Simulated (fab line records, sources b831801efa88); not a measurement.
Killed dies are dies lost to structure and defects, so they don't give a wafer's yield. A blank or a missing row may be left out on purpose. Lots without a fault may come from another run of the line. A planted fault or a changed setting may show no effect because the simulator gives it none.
fab line records | flow gf180mcu
record lots=13 wafers=39 last_day=34
route steps=602 shown MVSD@74 SAB@264 M1@329
lots that met no fault: from a run of the same line without faults
start_h: hours from the record's first day to the start of the lot's first wafer shown | wait_h: hours since the lot's step before | " the same as in the row above | L1.1+2: a row that stands for several wafers | - no value, or no start given | * or withheld: withheld | < > ~ a bound
route shown NAME@n: a module of which the file shows steps, and the number in the route of the first | usual: mean/standard deviation of fault-free wafers | same: alike in all rows | chamber/n: place in a boat | sites: the reading at each site | _std_site: their standard deviation | _edge_site: outer sites' mean less inner sites' | radius_mm: how far each site lies from the wafer's centre | mask NAME#n: copy n | behind: the tool/chamber that last shaped the wafer | hold: why the lot was held/for how many hours/how that ended | device: the transistor (n, p or np) that didn't switch | end of line: the same wafers' tests at the end of the route | a step without rows: its recipe alone | killed: dies lost to structure and defects at the first sort, not the wafer's yield | map: a wafer's dies, x killed, . not, _ none there
set.NAME: the setting as run; set.NAME@STEP: as run at that earlier step | model.NAME: the simulator's own value behind a step, which no gauge read
steps of the route over a sample of lots; a table a step, a row a wafer
services: from which hour (start_h, from the record's first day; less than 0 if before it) a tool's chamber was out of use, for how many hours, and why
## steps
# step GF_MVSD_IMPLANT_08
# recipe species=P energy_kev=400 dose_cm2=1.6e+13 tilt_deg=0
# usual beam_energy_keV=400.02/0.13 beam_on_s=9.99/0.18 faraday_current_uA=90.3/1.7
# columns lot.wafer tool chamber start_h wait_h beam_energy_keV beam_on_s faraday_current_uA
L912.2 implanter-01 0 81.92 0.0 399.97 9.86 91.4
L912.3 " 0 " " 400.08 10.07 89.7
L912.4 " 0 " " 400.08 9.83 91.9
L917.1 implanter-03 0 109.84 0.0 400.00 10.11 89.0
L917.3 " 0 " " 400.04 9.74 92.4
L917.4 " 0 " " 400.05 9.90 91.1
L918.1 implanter-03 0 115.09 0.0 400.05 9.81 92.4
L918.2 " 0 " " 400.17 10.20 88.4
L918.3 " 0 " " 400.09 9.93 90.9
L919.1 implanter-04 0 121.19 0.0 400.07 10.25 87.5
L919.3 " 0 " " 400.14 10.04 89.8
L919.4 " 0 " " 400.09 10.04 90.0
L921.1 implanter-04 0 134.59 0.0 399.96 10.14 88.7
L921.3 " 0 " " 400.07 9.89 90.9
L921.6 " 0 " " 400.23 10.05 89.6
L922.2 implanter-01 0 139.96 0.0 399.81 9.84 91.7
L922.4 " 0 " " 400.07 10.09 89.3
L922.5 " 0 " " 399.93 10.19 88.7
L923.3 implanter-04 0 148.41 0.1 400.04 9.94 91.0
L923.5 " 0 " " 399.97 10.15 88.9
L923.6 " 0 " " 400.03 10.24 88.3
L924.1 implanter-01 0 152.36 0.0 400.23 10.27 87.8
L924.2 " 0 " " 399.98 9.96 90.9
L924.5 " 0 " " 400.05 9.97 90.7
L927.2 implanter-01 0 168.52 0.0 400.05 13.93 64.7
L927.3 " 0 " " 400.20 13.25 68.1
L927.6 " 0 " " 400.02 13.61 66.1
L928.1 implanter-04 0 176.14 0.0 399.97 10.00 90.2
L928.4 " 0 " " 400.12 10.15 88.4
L928.5 " 0 " " 400.11 9.82 92.0
L931.1 implanter-01 0 191.54 0.0 400.01 13.81 65.6
L931.2 " 0 " " 400.04 13.85 64.9
L931.6 " 0 " " 400.13 13.37 67.4
L934.1 implanter-04 0 216.26 0.0 400.13 10.09 89.5
L934.2 " 0 " " 400.06 10.15 89.0
L934.4 " 0 " " 399.88 10.20 88.7
L935.1 implanter-03 0 230.14 0.0 399.96 10.27 88.2
L935.3 " 0 " " 399.99 10.03 90.2
L935.4 " 0 " " 399.97 10.14 88.8
# step GF_MVSD_TW_MEAS_11
# usual MVSD_TW=1579/23
# columns lot.wafer tool chamber start_h wait_h MVSD_TW
L912.2 film_metro-03 - 82.31 0.1 1596
L912.3 " - " " 1603
L912.4 " - " " 1595
L917.1 film_metro-03 - 110.24 0.1 1596
L917.3 " - " " 1597
L917.4 " - " " 1601
L918.1 film_metro-02 - 115.49 0.1 1560
L918.2 " - " " 1549
L918.3 " - " " 1549
L919.1 film_metro-04 - 121.59 0.1 1589
L919.3 " - " " 1591
L919.4 " - " " 1590
L921.1 film_metro-04 - 134.99 0.1 1587
L921.3 " - " " 1584
L921.6 " - " " 1594
L922.2 film_metro-03 - 140.35 0.1 1599
L922.4 " - " " 1591
L922.5 " - " " 1590
L923.3 film_metro-04 - 148.78 0.1 1601
L923.5 " - " " 1580
L923.6 " - " " 1591
L924.1 film_metro-02 - 152.76 0.1 1533
L924.2 " - " " 1531
L924.5 " - " " 1528
L927.2 film_metro-03 - 168.90 0.1 1738
L927.3 " - " " 1742
L927.6 " - " " 1749
L928.1 film_metro-03 - 176.54 0.1 1607
L928.4 " - " " 1602
L928.5 " - " " 1602
L931.1 film_metro-02 - 191.94 0.1 1700
L931.2 " - " " 1703
L931.6 " - " " 1687
L934.1 film_metro-02 - 216.66 0.1 1548
L934.2 " - " " 1569
L934.4 " - " " 1546
L935.1 film_metro-02 - 230.54 0.1 1555
L935.3 " - " " 1550
L935.4 " - " " 1557
# step GF_VT_IMPLANT_RS_MEAS_46
# recipe thk_meas_gauge=four-point-probe
# usual MVSD_RS=457.2/1.2
# columns lot.wafer tool chamber start_h wait_h MVSD_RS[ohm/sq]
L912.2 film_metro-03 - 154.10 0.1 456.7
L912.3 " - " " 457.7
L912.4 " - " " 458.3
L917.1 film_metro-04 - 186.21 0.1 456.3
L917.3 " - " " 456.6
L917.4 " - " " 456.3
L918.1 film_metro-04 - 191.57 0.1 455.7
L918.2 " - " " 457.4
L918.3 " - " " 458.0
L919.1 film_metro-04 - 197.77 0.1 458.7
L919.3 " - " " 456.4
L919.4 " - " " 457.5
L921.1 film_metro-03 - 213.76 0.1 456.2
L921.3 " - " " 456.4
L921.6 " - " " 455.1
L922.2 film_metro-03 - 220.27 0.1 458.2
L922.4 " - " " 457.7
L922.5 " - " " 459.1
L923.3 film_metro-03 - 231.99 0.1 456.2
L923.5 " - " " 456.0
L923.6 " - " " 456.0
L924.1 film_metro-02 - 237.12 0.2 459.0
L924.2 " - " " 460.1
L924.5 " - " " 460.5
L927.2 film_metro-03 - 255.34 0.1 393.0
L927.3 " - " " 391.7
L927.6 " - " " 392.2
L928.1 film_metro-04 - 267.12 0.1 457.1
L928.4 " - " " 456.8
L928.5 " - " " 457.4
L931.1 film_metro-02 - 284.30 0.1 394.5
L931.2 " - " " 394.4
L931.6 " - " " 393.9
L934.1 film_metro-03 - 314.70 0.2 458.0
L934.2 " - " " 457.4
L934.4 " - " " 457.1
L935.1 film_metro-02 - 327.25 0.1 457.7
L935.3 " - " " 456.9
L935.4 " - " " 458.1
# step GF_SAB_CVD_00
# recipe material=SiO2 target_thk_nm=50 precursor=TEOS temp_c=400 time_s=4.9302 rf_w=600
# usual heater_power_w=618/76
# columns lot.wafer tool chamber start_h wait_h heater_power_w
L912.2 pecvd-03 2 316.79 0.1 705
L912.3 " 0 " " 735
L912.4 " 0 " " 740
L917.1 pecvd-04 1 352.24 0.1 581
L917.3 " 2 " " 783
L917.4 " 1 " " 587
L918.1 pecvd-02 0 363.11 0.1 507
L918.2 " 2 " " 613
L918.3 " 1 " " 694
L919.1 pecvd-02 0 370.76 0.1 573
L919.3 " 1 " " 657
L919.4 " 0 " " 581
L921.1 pecvd-02 1 392.49 0.1 640
L921.3 " 0 " " 540
L921.6 " 1 " " 632
L922.2 pecvd-02 2 400.69 0.1 517
L922.4 " 0 " " 564
L922.5 " 1 " " 643
L923.3 pecvd-02 2 409.31 0.1 611
L923.5 " 2 " " 609
L923.6 " 0 " " 517
L924.1 pecvd-02 2 422.49 0.1 546
L924.2 " 1 " " 668
L924.5 " 1 " " 700
L927.2 pecvd-04 2 440.59 0.1 678
L927.3 " 1 " " 710
L927.6 " 2 " " 671
L928.1 pecvd-03 2 455.84 0.1 655
L928.4 " 0 " " 734
L928.5 " 2 " " 665
L931.1 pecvd-02 1 476.54 0.1 694
L931.2 " 0 " " 579
L931.6 " 0 " " 583
L934.1 pecvd-03 2 514.86 0.1 674
L934.2 " 1 " " 596
L934.4 " 2 " " 656
L935.1 pecvd-02 1 527.46 0.1 689
L935.3 " 2 " " 514
L935.4 " 1 " " 692
# step GF_M1_CD_MEAS_14
# recipe target_cd_nm=230
# usual cd_nm=230.0/1
# columns lot.wafer tool chamber start_h wait_h cd_nm
L912.2 cd_sem-02 - 385.39 0.1 228.4
L912.3 " - " " 229.9
L912.4 " - " " 228.7
L917.1 cd_sem-02 - 422.22 0.1 230.9
L917.3 " - " " 229.8
L917.4 " - " " 230.3
L918.1 cd_sem-02 - 435.35 0.1 229.0
L918.2 " - " " 228.2
L918.3 " - " " 227.9
L919.1 cd_sem-01 - 442.94 0.3 231.2
L919.3 " - " " 231.0
L919.4 " - " " 231.1
L921.1 cd_sem-02 - 468.80 0.1 230.1
L921.3 " - " " 231.6
L921.6 " - " " 231.2
L922.2 cd_sem-01 - 476.32 0.1 230.2
L922.4 " - " " 230.4
L922.5 " - " " 230.2
L923.3 cd_sem-02 - 483.69 0.1 229.5
L923.5 " - " " 231.5
L923.6 " - " " 230.3
L924.1 cd_sem-01 - 497.62 0.1 229.0
L924.2 " - " " 229.9
L924.5 " - " " 229.0
L927.2 cd_sem-01 - 515.79 0.1 228.6
L927.3 " - " " 228.9
L927.6 " - " " 229.5
L928.1 cd_sem-01 - 529.12 0.1 229.5
L928.4 " - " " 229.3
L928.5 " - " " 229.2
L931.1 cd_sem-02 - 548.77 0.1 229.7
L931.2 " - " " 229.2
L931.6 " - " " 230.9
L934.1 cd_sem-01 - 583.45 0.1 228.6
L934.2 " - " " 227.6
L934.4 " - " " 227.3
L935.1 cd_sem-01 - 596.46 0.1 228.5
L935.3 " - " " 227.8
L935.4 " - " " 227.6
# step GF_M1_OVL_MEAS_15
# usual M1_OVL=-5/6.2
# columns lot.wafer tool chamber start_h wait_h M1_OVL[nm]
L912.2 overlay-02 - 385.50 0.1 0
L912.3 " - " " -3
L912.4 " - " " -7
L917.1 overlay-02 - 422.34 0.1 -14
L917.3 " - " " -15
L917.4 " - " " -8
L918.1 overlay-02 - 435.47 0.1 1
L918.2 " - " " 5
L918.3 " - " " -2
L919.1 overlay-01 - 443.06 0.1 -5
L919.3 " - " " 5
L919.4 " - " " 4
L921.1 overlay-02 - 468.92 0.1 -7
L921.3 " - " " -7
L921.6 " - " " -14
L922.2 overlay-01 - 476.43 0.1 -10
L922.4 " - " " -7
L922.5 " - " " -11
L923.3 overlay-01 - 483.78 0.1 -10
L923.5 " - " " -10
L923.6 " - " " -2
L924.1 overlay-02 - 497.74 0.1 -7
L924.2 " - " " -4
L924.5 " - " " -7
L927.2 overlay-02 - 515.89 0.1 -12
L927.3 " - " " -14
L927.6 " - " " -6
L928.1 overlay-02 - 529.24 0.1 -14
L928.4 " - " " 1
L928.5 " - " " -17
L931.1 overlay-02 - 548.89 0.1 -14
L931.2 " - " " -11
L931.6 " - " " -6
L934.1 overlay-01 - 583.57 0.1 8
L934.2 " - " " 8
L934.4 " - " " 13
L935.1 overlay-01 - 596.58 0.1 1
L935.3 " - " " -2
L935.4 " - " " -2
## services
# columns tool chamber start_h hours kind
pecvd-02 2 75.17 4.6 repair
pecvd-03 2 78.52 6.6 repair
pecvd-03 2 129.45 11.5 repair
pecvd-03 0 140.39 6.7 repair
pecvd-02 - 144.65 2.8 pm
implanter-03 - 145.82 1.8 repair
pecvd-02 - 160.62 14.0 pm
implanter-04 - 199.17 4.1 repair
pecvd-02 - 204.02 14.6 pm
pecvd-02 - 218.62 0.8 pm
implanter-01 - 219.62 9.0 pm
implanter-01 - 229.69 2.5 repair
implanter-04 - 229.95 1.3 repair
implanter-01 - 236.47 1.2 repair
implanter-04 - 237.96 2.8 pm
implanter-01 - 270.02 5.9 repair
implanter-01 - 281.08 2.5 pm
implanter-04 - 394.60 2.1 repair
pecvd-02 - 435.32 1.3 repair
implanter-04 - 436.74 3.5 pm
pecvd-02 - 450.45 0.9 repair
implanter-04 - 461.10 5.4 repair
implanter-01 - 500.27 4.1 repair
pecvd-02 1 506.68 3.8 repair
## key
first_sign step=GF_MVSD_IMPLANT_08 reading=beam_on_s direction=up sigmas=20 usual=9.99 struck=13.64
effect step=GF_MVSD_IMPLANT_08 reading=faraday_current_uA direction=down sigmas=14 usual=90.3 struck=66.1
effect step=GF_MVSD_TW_MEAS_11 reading=MVSD_TW direction=up sigmas=6.1 usual=1579 struck=1720
effect step=GF_VT_IMPLANT_RS_MEAS_46 reading=MVSD_RS direction=down sigmas=52 usual=457.2 struck=393.3
met_at GF_MVSD_IMPLANT_08
struck_lots L927,L931
tester_left_out L927,L931
not_acting_at GF_SAB_CVD_00,GF_M1_CD_MEAS_14,GF_M1_OVL_MEAS_15
onset_between 152.36 168.52
fault kind=process_parameter_drift tool=implanter-01 chamber=- onset_h=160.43 steps=GF_MVSD_IMPLANT_08 channel=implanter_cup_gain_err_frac offset=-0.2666 shape=step end_h=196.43
# tester_left_out: of these lots the tester's yield and bins aren't shown, on N5 and GAA mostly nor the transistor test; their killed dies are dies lost to structure and defects alone, not to doping, threshold or leakage, so they don't give the yield
